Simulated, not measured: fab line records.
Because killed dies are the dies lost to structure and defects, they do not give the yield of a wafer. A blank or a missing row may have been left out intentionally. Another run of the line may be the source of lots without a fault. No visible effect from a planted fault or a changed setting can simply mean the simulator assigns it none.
One fault seen from 2 desks	flow gf180mcu	what lay behind the numbers comes last; until then each desk has only its own

FROM THE METROLOGY DESK
What the gauges read for every lot (on any tool): the sampled wafers with a number, averaged. The brackets show how far a lot's mean lies from the usual mean; more than 4 standard deviations puts the lot out of limits, marked OUT.
Columns: A = NWELL_OVL at GF_NWELL_OVL_MEAS_07, usual 0.3 nm; B = LVPWELL_RS at GF_VT_IMPLANT_RS_MEAS_48, usual 1195.8 ohm/sq; C = CONTACT_CVD_00_THK at GF_CONTACT_THK_MEAS_01, usual 300 nm
lot	first seen here	A	B	C
L900	day 3 08:56	0.7	1193.5	306
L901	day 3 13:59	3.2	1199.6	304
L902	day 3 17:53	1.4	1191.9	303
L903	day 3 23:17	-0.0	1194.6	301
L904	day 4 08:59	-0.7	1197.3	298
L905	day 4 17:01	-0.8	1198.7	299
L906	day 4 20:29	0.4	1194.7	296
L908	day 5 04:44	-0.1	1194.7	300
L909	day 5 15:23	0.3	1198.5	297
L912	day 6 02:14	1.2	1196.5	299
L914	day 6 13:50	0.5	1196.0	299
L917	day 7 05:20	1.6	1192.9	300
L922	day 8 08:53	-2.8	1195.3	297
L923	day 8 12:16	-0.7	1196.0	300
This desk's verdict: no lot among the 14 shows anything out of limits.

THE TOOL OWNER'S DESK: plasma-asher-03
The tool's own readings at GF_DUAL_GATE_STRIP_13 (strips in O2/N2): means of the sampled wafers that have a number, for each lot that ran on this tool. The brackets show how far a lot's mean lies from the usual mean; more than 4 standard deviations puts the lot out of limits, marked OUT.
Columns: A = drypump-motor-current-A at GF_DUAL_GATE_STRIP_13, usual 5.65 A; B = heater-power-w at GF_DUAL_GATE_STRIP_13, usual 350 W; C = oes-product-au at GF_DUAL_GATE_STRIP_13, usual 0.716 a.u.; D = strip-time-to-endpoint-s at GF_DUAL_GATE_STRIP_13, usual 12.624 s
lot	first seen here	A	B	C	D
L904	day 9 17:45	5.68	378	0.716	12.655
L905	day 10 06:17	5.67	364	0.712	12.594
L906	day 10 09:31	5.68	380	0.714	12.643
L912	day 11 23:24	5.66	369	0.666 (-9.8) OUT	12.621
L914	day 12 11:49	5.68	379	0.655 (-12) OUT	12.608
L922	day 14 18:10	5.65	370	0.715	12.594
This desk's finding: out of limits on L912, L914; first on L912, day 11 23:24 (oes-product-au at GF_DUAL_GATE_STRIP_13). L904, L905, L906, L922: within limits.

ALL TOGETHER
An alarm could have come from the tool owner's desk at day 11 23:24, on L912, L914.
At the metrology desk, nothing out of limits was observed.
The metrology desk has L912, L914 on record, within its limits.
Of the lots named, all ran GF_DUAL_GATE_STRIP_13 on plasma-asher-03.

WHAT THE SIMULATOR HAD INSERTED
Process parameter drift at GF_DUAL_GATE_STRIP_13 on plasma-asher-03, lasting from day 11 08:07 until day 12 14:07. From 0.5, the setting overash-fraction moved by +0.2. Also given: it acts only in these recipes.
Lots struck among those shown: L912, L914.
Delay in hours, fault start to first out-of-limits reading, by desk: the tool owner's desk at 15.
